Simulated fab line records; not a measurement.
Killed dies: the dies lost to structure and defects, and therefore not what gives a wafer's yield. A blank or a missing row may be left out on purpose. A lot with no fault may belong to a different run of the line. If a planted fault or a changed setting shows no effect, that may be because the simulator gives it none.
Which tool is to blame? -- flow sky130 -- Sampling: 6 lots, 18 wafers, 2 of 708 route steps

WHAT EACH GAUGE READ, for each wafer
SKY_NWELL_OVL_MEAS_10.
lot,measured,on,NWELL_00_OVL (nm)
L470,day 4 16:31,overlay-01,-1.8 -1.1 -0.7
L475,day 5 19:46,overlay-02,-116.0 -113.0 -113.8
L478,day 6 10:53,overlay-01,-111.7 -112.4 -112.8
L480,day 7 03:33,overlay-01,-1.6 -0.8 -0.1
L486,day 8 13:13,overlay-01,-2.5 -4.4 -1.5
L492,day 10 03:52,overlay-01,-3.3 -3.7 -3.9

WHICH TOOL RAN EACH LOT (tool, then ch and the chambers of the sampled wafers, then the start)
lot,SKY_NWELL_EXPOSE_07
L470,"iline_stepper-01 ch 0, day 4 08:33"
L475,"iline_stepper-02 ch 0, day 5 10:32"
L478,"iline_stepper-02 ch 0, day 6 02:34"
L480,"iline_stepper-01 ch 0, day 6 18:28"
L486,"iline_stepper-01 ch 0, day 8 02:42"
L492,"iline_stepper-01 ch 0, day 9 17:02"
- SKY_NWELL_EXPOSE_07: exposes mask NWM, target cd 840 nm.

THE ANSWER, worked out from the rows above alone
Rule: the lots themselves supply what counts as usual. The widest of any qualifying gaps counts: lots, ordered by their means at a reading, are off when they make up no more than a third of the lots, leave a main group of 4 or more, and stand apart from it by 3 or more times the standard deviation of that group's means. The tables above print the reading to a certain number of digits; a main group whose means all agree to those digits is not used. A lot without any number at a reading at which 4 lots or more have one is off too. Any other lot the step has rows for is counted as sound.
Off: L475, L478, seen at SKY_NWELL_OVL_MEAS_10 (NWELL_00_OVL). Mean -2.1 nm and standard deviation 1.1 in the main group.
If a tool, at a process step before that reading, ran all the lots that are off and no sound lot after the first of them, it fits. Gauges at SKY_NWELL_OVL_MEAS_10: tried the same way as those tools. One fits: iline_stepper-02 at SKY_NWELL_EXPOSE_07. It ran no sound lot before its first lot that is off in this sample, so the start can't be narrowed down.

WHAT THE SIMULATOR HAD PUT IN
Scanner matching overlay: iline_stepper-02, from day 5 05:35 on, at SKY_NWELL_EXPOSE_07. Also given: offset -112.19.
Lots struck among those shown: L475, L478. The rule above found the same.
